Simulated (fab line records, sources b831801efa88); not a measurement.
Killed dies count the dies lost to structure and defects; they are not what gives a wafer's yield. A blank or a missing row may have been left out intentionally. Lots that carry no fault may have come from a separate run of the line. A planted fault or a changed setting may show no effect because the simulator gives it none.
Problem report in the 8D (eight disciplines) form, filled by code || flow gf180mcu || the parts of the form that need people (team, actions taken, sign-off) are left out

== 1. WHAT IS WRONG ==
Wafers without a fault read 280.2 nm, standard deviation 1.1; cd nm at GF_M4_CD_MEAS_14 reads a mean of 266.9 nm on 2 wafers belonging to 2 lots. Measured from the usual mean, that is -12 standard deviations.
The step: target cd 280 nm.
Earliest sighting: wafer L673.4 on cd sem-01 at day 25 16:50. The record has a number at this step for 38 wafers belonging to 13 lots. By rule, "out" or "out of limits" means more than 4 standard deviations away from the usual mean. Any other wafer with a number is counted as sound.

== 2. WHAT IT IS; WHAT IT IS NOT ==
{"question": "which readings at this step", "is": "cd nm", "is not": "-"}
{"question": "which lots", "is": "L673, L674", "is not": "L667, L668, L670, L671, L682, L685, L686, L687, L688, L689, L690"}
{"question": "which wafers of those lots", "is": "L673.4, L674.4", "is not": "L673.2, L673.6, L674.5"}
{"question": "read on which gauges", "is": "cd sem-01", "is not": "cd sem-02"}
{"question": "when", "is": "from day 25 16:50", "is not": "up to then (14 sound wafers); but 22 sound wafers of L674, L682, L685, L686, L687, L688, L689, L690 came after"}

== 3. THE SUSPECTS, EACH WITH WHAT RULES IT OUT ==
Counting: if a tool at a process step up to the reading ran every lot that is out, it stays a suspect. Sound lots after the first of them don't rule it out here, since some wafers of a struck lot are sound.
- the gauge at GF_M4_CD_MEAS_14: kept. All the wafers that are out were read on cd sem-01, and no step on other tools shows them out.
- krf scanner-01 at GF_M4_EXPOSE_11 (exposes mask Metal4, target cd 280 nm): kept. It ran every lot that is out, first L673 (day 25 06:16); its last sound lot up to then is L670 (day 24 05:49).
The count leaves cd sem-01 at GF_M4_CD_MEAS_14 and krf scanner-01 at GF_M4_EXPOSE_11.

== 4. THE CAUSE (what the simulator had put in) ==
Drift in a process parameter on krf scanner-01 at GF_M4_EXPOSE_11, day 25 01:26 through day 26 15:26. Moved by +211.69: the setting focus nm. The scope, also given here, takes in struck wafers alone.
2 suspects survive the count, and this tool is in that group.

== 5. THE EFFECT CHAIN, in route order ==
Each row: a reading whose mean over the struck wafers that have a number lies more than 3 standard deviations from the usual. Readings are gone through only where the record gives a usual standard deviation; hours: the median, over the lots, of the time from a lot's start at the first step in this table giving one to that lot's start at this step; sigmas: the change measured in usual standard deviations.
{"hours": 0, "step": "GF_M4_CD_MEAS_14", "reading": "cd nm", "usual": "280.2 nm", "on struck wafers": 266.9, "change": -13.3, "sigmas": -12}
Later steps that measure or inspect, where all struck wafers having a row at the step show a number for every such reading and not one has moved that far: GF_M4_OVL_MEAS_15.

== 6. HOW IT WOULD HAVE BEEN CAUGHT EARLIER ==
Counted from the fault's start at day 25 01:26, it took 15 hours until the first out-of-limits reading at a measuring or inspecting step in this record, taken at day 25 16:50.
L674, from the lots that are out (2), started GF_M4_EXPOSE_11 on krf scanner-01 later than day 25 16:50. Had the tool been put on hold then, it would have been spared.
